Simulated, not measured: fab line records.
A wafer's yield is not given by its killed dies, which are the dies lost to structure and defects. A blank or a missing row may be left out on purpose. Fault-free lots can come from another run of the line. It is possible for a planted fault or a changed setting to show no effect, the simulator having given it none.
Chamber matching || flow gf180mcu || GF_V4_ETCH_17 on rie-diel-03 has 4 sister chambers
The step etches SiO2 in C4F8/O2/Ar, stops on TiN, target depth 630 nm. 8 wafers are shown with their chamber, then 7 later ones without.

## WAFERS WITH THEIR CHAMBER
{"wafer": "L168.4", "chamber": 2, "oes-product-au (a.u.)": 0.850}
{"wafer": "L170.2", "chamber": 3, "oes-product-au (a.u.)": 0.854}
{"wafer": "L170.5", "chamber": 2, "oes-product-au (a.u.)": 0.855}
{"wafer": "L170.6", "chamber": 1, "oes-product-au (a.u.)": 0.856}
{"wafer": "L172.2", "chamber": 3, "oes-product-au (a.u.)": 0.864}
{"wafer": "L172.6", "chamber": 1, "oes-product-au (a.u.)": 0.849}
{"wafer": "L182.4", "chamber": 0, "oes-product-au (a.u.)": 0.848}
{"wafer": "L182.5", "chamber": 0, "oes-product-au (a.u.)": 0.849}

## WAFERS MISSING THEIR CHAMBER
{"wafer": "L182.6", "oes-product-au (a.u.)": 0.862}
{"wafer": "L183.1", "oes-product-au (a.u.)": 0.864}
{"wafer": "L183.2", "oes-product-au (a.u.)": 0.855}
{"wafer": "L183.5", "oes-product-au (a.u.)": 0.863}
{"wafer": "L186.1", "oes-product-au (a.u.)": 0.862}
{"wafer": "L186.5", "oes-product-au (a.u.)": 0.844}
{"wafer": "L186.6", "oes-product-au (a.u.)": 0.855}

## THE CHAMBER EACH PASSED THROUGH
{"wafer": "L182.6", "from the rows above": "can't be placed: 3 or 1 or 2", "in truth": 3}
{"wafer": "L183.1", "from the rows above": "can't be placed: 3 or 1 or 2", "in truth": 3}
{"wafer": "L183.2", "from the rows above": "can't be placed: 1 or 2 or 3 or 0", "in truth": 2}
{"wafer": "L183.5", "from the rows above": "can't be placed: 3 or 1 or 2", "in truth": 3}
{"wafer": "L186.1", "from the rows above": "can't be placed: 3 or 1 or 2", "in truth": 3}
{"wafer": "L186.5", "from the rows above": "can't be placed: 0 or 1 or 2", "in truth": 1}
{"wafer": "L186.6", "from the rows above": "can't be placed: 1 or 2 or 3 or 0", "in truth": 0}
Placed correctly: 0 of 7. Unplaceable from these rows: 7, with the true chamber sitting among the candidates in 7. Number placed wrongly: 0.
How it was worked out, from the rows above alone: a wafer's distance from a chamber is the root of the sum, over the readings, of the square of ((its reading less the chamber's mean) divided by the reading's scatter). If the next closest chamber is less than 2 further off than the closest, the wafer can't be placed; otherwise it belongs to the closest. For every chamber, the mean is computed from those of its wafers that are shown. The scatter is the square root of a quotient: the sum, over the shown wafers, of each reading's squared deviation from its chamber's mean, divided by wafers minus chambers.
